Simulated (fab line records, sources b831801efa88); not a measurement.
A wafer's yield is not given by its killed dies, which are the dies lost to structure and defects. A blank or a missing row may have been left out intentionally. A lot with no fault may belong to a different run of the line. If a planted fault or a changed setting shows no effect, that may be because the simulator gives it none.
Which tool did it?    flow sky130    12 lots with 36 wafers sampled at 7 steps, on a route of 708 steps

== WHAT THE GAUGES READ, wafer by wafer ==
SKY_VT_ADJUST_LVTN_OVL_MEAS_18. Usual: VT_ADJUST_LVTN_01_OVL gives 1.8 nm (standard deviation 1.3).
lot   measured      on          VT_ADJUST_LVTN_01_OVL (nm)  flag
L914  day 7 14:12   overlay-02  -0.4 1.6 1.7                
L916  day 8 01:40   overlay-02  4.5 3.6 4.0                 
L917  day 8 10:25   overlay-02  1.7 1.2 1.6                 
L918  day 8 14:23   overlay-01  3.5 3.5 2.0                 
L920  day 9 11:50   overlay-01  -1.1 1.4 -0.7               
L922  day 10 01:43  overlay-02  0.1 1.1 1.4                 
L927  day 11 08:28  overlay-02  - - -                       OFF
L928  day 11 14:55  overlay-02  - - -                       OFF
L929  day 12 02:34  overlay-01  - - -                       OFF
L934  day 13 12:10  overlay-02  -0.3 1.9 0.0                
L935  day 13 20:23  overlay-02  1.8 2.1 0.5                 
L936  day 14 07:31  overlay-01  0.3 2.1 3.8                 

SKY_VT_ADJUST_LVTN_TW_MEAS_21. Usual: VT_ADJUST_LVTN_2_TW gives 189.0 (standard deviation 0.73).
lot   measured      on             VT_ADJUST_LVTN_2_TW  flag
L914  day 7 14:30   film-metro-03  188.7 187.9 188.7    
L916  day 8 01:58   film-metro-03  188.4 188.2 190.5    
L917  day 8 10:42   film-metro-01  187.9 188.3 188.8    
L918  day 8 14:41   film-metro-02  188.9 189.1 189.3    
L920  day 9 12:08   film-metro-02  188.9 188.7 189.7    
L922  day 10 02:01  film-metro-02  187.8 188.3 189.0    
L927  day 11 08:46  film-metro-03  189.7 188.8 189.4    
L928  day 11 15:13  film-metro-02  189.2 189.4 189.4    
L929  day 12 02:52  film-metro-01  189.3 188.6 188.3    
L934  day 13 12:28  film-metro-02  188.4 189.7 190.5    
L935  day 13 20:40  film-metro-02  188.6 189.8 189.4    
L936  day 14 07:47  film-metro-01  187.3 189.2 187.8    

SKY_VT_ADJUST_NCORE_TW_MEAS_11. Usual: VT_ADJUST_NCORE_TW gives 219.8 (standard deviation 0.97).
lot   measured      on             VT_ADJUST_NCORE_TW  flag
L914  day 8 10:46   film-metro-04  217.1 220.3 220.0   
L916  day 8 23:32   film-metro-01  217.2 218.7 218.8   
L917  day 9 08:43   film-metro-03  220.8 220.8 220.5   
L918  day 9 12:47   film-metro-03  221.7 221.3 220.1   
L920  day 10 10:59  film-metro-03  220.6 220.3 221.3   
L922  day 11 01:32  film-metro-01  219.4 217.4 217.9   
L927  day 12 10:03  film-metro-03  251.2 251.2 252.8   OFF
L928  day 12 15:32  film-metro-01  250.4 251.3 251.0   OFF
L929  day 13 02:57  film-metro-01  249.6 249.6 250.5   OFF
L934  day 14 13:58  film-metro-04  219.4 219.8 218.8   
L935  day 14 21:56  film-metro-01  217.7 219.1 219.7   
L936  day 15 09:25  film-metro-01  221.1 221.2 221.5   

SKY_VT_ADJUST_HVTR_TW_MEAS_11. Usual: VT_ADJUST_HVTR_TW gives 211.7 (standard deviation 0.99).
lot   measured      on             VT_ADJUST_HVTR_TW  flag
L914  day 9 08:26   film-metro-04  209.8 211.9 211.8  
L916  day 9 21:37   film-metro-04  210.7 210.2 209.3  
L917  day 10 06:46  film-metro-04  210.7 210.4 210.9  
L918  day 10 11:44  film-metro-04  211.9 211.9 211.5  
L920  day 11 10:58  film-metro-02  213.1 212.0 211.0  
L922  day 12 01:41  film-metro-01  211.1 211.6 211.6  
L927  day 13 10:40  film-metro-02  245.4 246.7 245.6  OFF
L928  day 13 15:40  film-metro-02  246.4 245.4 247.0  OFF
L929  day 14 03:08  film-metro-02  244.6 244.2 245.1  OFF
L934  day 15 16:17  film-metro-04  213.2 213.2 212.5  
L935  day 15 23:02  film-metro-02  213.1 211.1 212.4  
L936  day 16 11:40  film-metro-02  212.1 211.7 212.0  

SKY_LDD_P_OVL_MEAS_08. Usual: LDD_P_OVL gives -0.6 nm (standard deviation 1.2).
lot   measured      on          LDD_P_OVL (nm)  flag
L914  day 19 02:44  overlay-01  1.1 1.3 0.5     
L916  day 19 14:08  overlay-01  -1.3 -1.5 -1.3  
L917  day 21 01:50  overlay-01  0.2 0.1 -0.8    
L918  day 20 22:29  overlay-01  -0.1 -1.7 -2.4  
L920  day 21 21:41  overlay-02  1.1 0.6 -0.5    
L922  day 22 08:32  overlay-01  -0.3 -0.4 0.9   
L927  day 24 03:32  overlay-01  -1.3 -1.8 -2.6  
L928  day 24 00:05  overlay-02  -0.2 1.0 -0.3   
L929  day 24 11:46  overlay-01  0.6 -1.8 -0.3   
L934  day 26 01:47  overlay-01  0.2 0.2 -0.4    
L935  day 26 14:41  overlay-02  -0.4 0.1 -2.3   
L936  day 27 12:58  overlay-01  -2.6 -1.9 -1.2  

SKY_LI_CONTACT_CD_MEAS_12: the cd target is 170 nm. Usual: 169.8 nm for cd-nm, sd 1.4.
lot   measured      on         cd-nm (nm)         flag
L914  day 29 05:16  cd-sem-01  171.3 169.4 169.4  
L916  day 29 15:28  cd-sem-01  171.0 170.1 169.9  
L917  day 31 00:20  cd-sem-02  170.3 170.7 171.2  
L918  day 30 18:07  cd-sem-02  168.0 167.2 169.1  
L920  day 31 17:31  cd-sem-01  168.2 169.5 170.2  
L922  day 32 05:43  cd-sem-01  168.0 168.5 169.8  
L927  day 33 22:29  cd-sem-02  171.1 172.8 171.7  
L928  day 33 16:23  cd-sem-01  171.4 172.2 170.7  
L929  day 34 03:47  cd-sem-02  170.4 170.8 171.9  
L934  day 35 15:03  cd-sem-01  168.8 168.3 166.8  
L935  day 36 01:35  cd-sem-02  169.3 170.4 170.0  
L936  day 36 21:18  cd-sem-02  171.4 172.1 170.4  

== WHICH TOOL RAN EACH LOT (tool, then ch and the chambers of the sampled wafers, then the start) ==
lot   SKY_VT_ADJUST_LVTN_COAT_13
L914  litho-track-03 ch 0, day 7 04:49
L916  litho-track-03 ch 0, day 7 15:10
L917  litho-track-04 ch 0, day 8 00:08
L918  litho-track-01 ch 0, day 8 03:59
L920  litho-track-01 ch 0, day 9 01:02
L922  litho-track-01 ch 0, day 9 13:43
L927  litho-track-03, day 10 21:01
L928  litho-track-01, day 11 02:41
L929  litho-track-04, day 11 13:50
L934  litho-track-01 ch 0, day 13 00:13
L935  litho-track-04 ch 0, day 13 07:13
L936  litho-track-01 ch 0, day 13 18:49
- SKY_VT_ADJUST_LVTN_COAT_13: resist thk 1140 nm.

== AS READ BY THE TOOLS THEMSELVES (means over the sampled wafers that have a number; for cases with no such wafer, the mark the record gives instead) ==
SKY_VT_ADJUST_LVTN_COAT_13. Usual: chill-plate-temp-C 22.98 C, standard deviation 0.11; dispense-pressure-kPa 50 kPa, standard deviation 5.3.
lot   tool            chill-plate-temp-C (C)  dispense-pressure-kPa (kPa)  flag
L914  litho-track-03  23.12                   47                           
L916  litho-track-03  22.84                   47                           
L917  litho-track-04  22.91                   46                           
L918  litho-track-01  22.99                   57                           
L920  litho-track-01  22.95                   57                           
L922  litho-track-01  23.08                   57                           
L927  litho-track-03  -                       -                            OFF
L928  litho-track-01  -                       -                            OFF
L929  litho-track-04  -                       -                            OFF
L934  litho-track-01  22.96                   57                           
L935  litho-track-04  23.05                   46                           
L936  litho-track-01  23.05                   57                           

== THE ANSWER, worked out from the rows above alone ==
Rule: lot off if the mean of its wafers having a number is beyond 3 standard deviations from the usual mean. Also off: a lot with no number at a reading for which 4 or more lots have one. Any other lot the step has rows for is counted as sound. After the gauges, taken in route order, come the tools' own readings; for these a lot's mean is taken, as printed above. The first step at which some lot is off is used, and at that step the reading that is off furthest; a lot without a number counts as furthest.
Off: L927, L928, L929, seen at SKY_VT_ADJUST_LVTN_OVL_MEAS_18 (VT_ADJUST_LVTN_01_OVL). Without a number there: L927, L928, L929.
If a tool, at a process step before that reading, ran all the lots that are off and no sound lot after the first of them, it fits. Not tried: the gauges at SKY_VT_ADJUST_LVTN_OVL_MEAS_18; whatever is off there is also off at SKY_VT_ADJUST_NCORE_TW_MEAS_11, on other tools, and gauge error can't account for it. Of those tried, none fits.

== WHAT WAS PUT IN BY THE SIMULATOR ==
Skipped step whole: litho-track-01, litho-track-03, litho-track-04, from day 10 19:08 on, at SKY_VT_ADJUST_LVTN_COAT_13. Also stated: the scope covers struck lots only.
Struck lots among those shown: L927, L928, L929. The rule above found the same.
